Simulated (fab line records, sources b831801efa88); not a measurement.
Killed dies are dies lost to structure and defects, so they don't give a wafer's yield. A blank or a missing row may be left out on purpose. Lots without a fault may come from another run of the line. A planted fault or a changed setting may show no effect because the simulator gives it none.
Chamber matching | flow gf180mcu | GF_V2_CVD_00 on hdpcvd-02: 3 sister chambers
The step deposits SiO2, target thk 600 nm, time 100 s. 14 wafers are shown with their chamber, then 7 later ones without.

WAFERS WITH THEIR CHAMBER
wafer  | chamber | sih4_flow_sccm (sccm)
L941.2 | 1       | 60.06
L941.3 | 0       | 59.82
L941.4 | 1       | 60.13
L942.2 | 2       | 59.75
L942.3 | 0       | 60.05
L942.5 | 2       | 59.73
L944.1 | 1       | 60.23
L944.4 | 2       | 59.99
L944.6 | 0       | 59.70
L947.1 | 1       | 60.16
L947.4 | 2       | 59.99
L947.6 | 0       | 60.32
L953.2 | 1       | 60.03
L953.4 | 1       | 59.86

SIGNATURES (means of the wafers above)
reading        | chamber 0 | chamber 1 | chamber 2 | scatter within a chamber
sih4_flow_sccm | 59.9725   | 60.0783   | 59.8650   | 0.183
Rule: a wafer's distance from a chamber is the root of the sum, over the readings, of the square of ((its reading less the chamber's mean) divided by the reading's scatter). The wafer belongs to the nearest chamber; if the next one is less than 2 further off, it can't be placed. The scatter: the root of (the sum of the squares of (reading less its chamber's mean) over the shown wafers, divided by (wafers less chambers)).

WAFERS WITHOUT THEIR CHAMBER
wafer  | sih4_flow_sccm (sccm)
L953.5 | 60.14
L954.2 | 60.14
L954.3 | 60.29
L954.6 | 59.80
L955.2 | 59.78
L958.2 | 59.81
L958.4 | 59.76

WHICH CHAMBER EACH WENT THROUGH
wafer  | from the rows above          | in truth
L953.5 | can't be placed: 1 or 0 or 2 | 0
L954.2 | can't be placed: 1 or 0 or 2 | 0
L954.3 | can't be placed: 1 or 0 or 2 | 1
L954.6 | can't be placed: 2 or 0 or 1 | 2
L955.2 | can't be placed: 2 or 0 or 1 | 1
L958.2 | can't be placed: 2 or 0 or 1 | 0
L958.4 | can't be placed: 2 or 0 or 1 | 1
Placed correctly: 0 of 7. Can't be placed from these rows: 7 (the true chamber is among the candidates in 7). Placed wrongly: 0.
